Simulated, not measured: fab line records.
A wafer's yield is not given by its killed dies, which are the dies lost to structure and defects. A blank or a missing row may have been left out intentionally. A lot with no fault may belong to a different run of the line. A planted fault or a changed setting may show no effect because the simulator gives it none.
2 desks, one fault ; flow sky130 ; what lay behind the numbers comes last; until then each desk has only its own

## FROM THE METROLOGY DESK
What the gauges read, lot by lot, whatever tool the lot ran on: means of the sampled wafers that have a number. If a lot's mean is further than 4 standard deviations from the usual mean, the lot is out of limits and carries the mark OUT (the distance appears in the brackets).
Columns: A = VT_ADJUST_HVTR_OVL at SKY_VT_ADJUST_HVTR_OVL_MEAS_08, usual 1.2 nm; B = POLY_GATE_OVL at SKY_POLY_GATE_OVL_MEAS_14, usual -2 nm
lot;first seen here;A;B
L926;day 9 13:49;1.4;3
L927;day 9 20:19;1.7;-3
L931;day 10 23:40;-0.8;5
L933;day 11 15:14;1.5;4
L934;day 12 03:35;0.6;-7
L935;day 12 10:48;1.7;-10
L936;day 12 17:51;1.6;-3
L939;day 13 09:39;1.0;-5
L940;day 13 19:12;1.7;-7
L941;day 14 04:22;1.9;-1
L942;day 14 11:58;0.2;-2
L945;day 15 14:52;0.7;5
L947;day 16 02:27;0.2;1
L948;day 16 04:19;1.2;-4
L949;day 16 10:38;2.4;1
Finding of this desk: none of the 15 lots has anything out of limits.

## AT THE TOOL OWNER'S DESK: iline_stepper-01
The tool's own readings at SKY_VT_ADJUST_NCORE_EXPOSE_04 (exposes mask LVTN COMPLEMENT THIN, target cd 380 nm): means of the sampled wafers that have a number, for each lot that ran on this tool. If a lot's mean is further than 4 standard deviations from the usual mean, the lot is out of limits and carries the mark OUT (the distance appears in the brackets).
Columns: A = exposure_dose_mJ_cm2 at SKY_VT_ADJUST_NCORE_EXPOSE_04, usual 138.98; B = focus_offset_nm at SKY_VT_ADJUST_NCORE_EXPOSE_04, usual 0.0 nm
lot;first seen here;A;B
L926;day 8 06:58;139.02;-0.2
L927;day 8 13:34;139.07;-0.1
L931;day 9 14:59;138.94;0.0
L933;day 10 04:11;139.01;-0.6
L934;day 10 15:48;139.17;0.5
L936;day 11 05:33;139.08;-0.6
L939;day 11 19:32;138.87;0.3
L945;day 13 23:08;139.09;0.3
L947;day 14 09:49;139.06;-0.0
L948;day 14 12:17;138.89;-0.4
L949;day 14 18:06;139.00;0.1
Finding of this desk: none of the 11 lots has anything out of limits.

## ALL TOGETHER
Metrology desk: nothing out of limits seen.
Nothing out of limits was seen by the tool owner's desk.

## WHAT WAS PUT IN BY THE SIMULATOR
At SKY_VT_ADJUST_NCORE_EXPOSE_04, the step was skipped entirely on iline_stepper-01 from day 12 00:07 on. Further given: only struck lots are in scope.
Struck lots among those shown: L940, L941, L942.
